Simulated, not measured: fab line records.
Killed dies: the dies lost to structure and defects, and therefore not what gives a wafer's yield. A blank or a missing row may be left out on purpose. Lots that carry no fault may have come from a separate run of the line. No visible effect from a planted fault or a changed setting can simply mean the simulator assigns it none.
Chamber matching ; flow sfqLine ; SFQ_TRILAYER_I1_DEP_PECVD_045 on pecvd-04: 3 sister chambers
The step deposits SiO2 from SiH4/N2O, time 111.11 s, target thk 500 nm. 3 wafers are shown with their chamber, then 7 later ones without.

WAFERS WITH THEIR CHAMBER
wafer;chamber;throttleValvePct (%)
L411.4;2;26.2
L412.1;0;27.3
L412.2;1;26.0

WAFERS WHOSE CHAMBER IS MISSING
wafer;throttleValvePct (%)
L412.6;26.2
L427.1;26.0
L427.5;26.2
L427.6;26.7
L429.1;26.6
L429.2;27.6
L429.5;26.7

WHICH CHAMBER EACH WENT THROUGH
wafer;from the rows above;in truth
L412.6;can't be placed: 2 or 1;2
L427.1;can't be placed: 1 or 2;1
L427.5;can't be placed: 2 or 1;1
L427.6;can't be placed: 2 or 0 or 1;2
L429.1;can't be placed: 2 or 1 or 0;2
L429.2;0;0
L429.5;can't be placed: 2 or 0 or 1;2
Correctly placed: 1 of 7. From these rows, 6 cannot be placed; in 6 the true chamber is one of the candidates. Number placed wrongly: 0.
How it was worked out, from the rows above alone: a wafer's distance from a chamber is the root of the sum, over the readings, of the square of ((its reading less the chamber's mean) divided by the reading's scatter). The wafer belongs to the nearest chamber; if the next one is less than 2 further off, it can't be placed. A chamber's mean is the mean of its shown wafers. The scatter: root of mean squared gap, hidden wafer to nearest shown wafer, with one shown wafer a chamber.
